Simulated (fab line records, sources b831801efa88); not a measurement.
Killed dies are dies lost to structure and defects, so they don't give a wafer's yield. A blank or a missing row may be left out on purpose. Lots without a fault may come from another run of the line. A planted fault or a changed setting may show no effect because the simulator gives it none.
Which tool did it? | flow sfq_line | 14 lots, 42 wafers sampled, at 1 step of a route of 325

WHAT THE GAUGES READ, wafer by wafer
SFQ_JJ_OVL_MEAS_931.
lot  | measured     | on         | J5_OVL (nm)
L679 | day 45 04:52 | overlay-01 | 1 1 1
L680 | day 49 18:44 | overlay-01 | 2 7 -2
L682 | day 50 00:44 | overlay-01 | -4 -7 -6
L683 | day 50 06:44 | overlay-01 | 1 1 8
L686 | day 55 03:44 | overlay-02 | 3 5 13
L691 | day 57 01:19 | overlay-02 | -2 -7 -9
L693 | day 57 16:35 | overlay-02 | -5 -4 4
L694 | day 57 19:50 | overlay-02 | 5 4 10
L695 | day 61 10:14 | overlay-01 | 2 9 7
L696 | day 62 07:52 | overlay-02 | -5 5 -2
L697 | day 62 11:28 | overlay-01 | 1 11 -5
L699 | day 63 01:59 | overlay-01 | -2 -2 -1
L701 | day 65 10:16 | overlay-01 | 4 -4 -5
L702 | day 65 13:52 | overlay-02 | 5 0 11

WHICH TOOL RAN EACH LOT (tool, then ch and the chambers of the sampled wafers, then the start)
The record holds no process step before these readings.

WHAT THE TOOLS THEMSELVES READ (means of the sampled wafers that have a number; where no wafer has one, the mark that the record gives instead)
The record holds no such reading with a usual standard deviation.

THE ANSWER, worked out from the rows above alone
Rule: what is usual is taken from the lots themselves. Put in order of their means at a reading, lots are off if they are a third of the lots or fewer, leave a main group of 4 or more, and stand apart from it by a gap of 3 or more times the standard deviation of the main group's means; of several such gaps the widest counts. A main group whose means are all the same, to the digits that the tables above print for the reading, isn't used. A lot without any number at a reading at which 4 lots or more have one is off too. The other lots that the step has rows for count as sound. The gauges are gone through in route order, then the tools' own readings, and for those a lot's mean is taken as printed above. The first step at which some lot is off is used, and at that step the reading that is off furthest; a lot without a number counts as furthest.
No lot is off at any reading shown: from this, nothing can be told.

WHAT THE SIMULATOR HAD PUT IN
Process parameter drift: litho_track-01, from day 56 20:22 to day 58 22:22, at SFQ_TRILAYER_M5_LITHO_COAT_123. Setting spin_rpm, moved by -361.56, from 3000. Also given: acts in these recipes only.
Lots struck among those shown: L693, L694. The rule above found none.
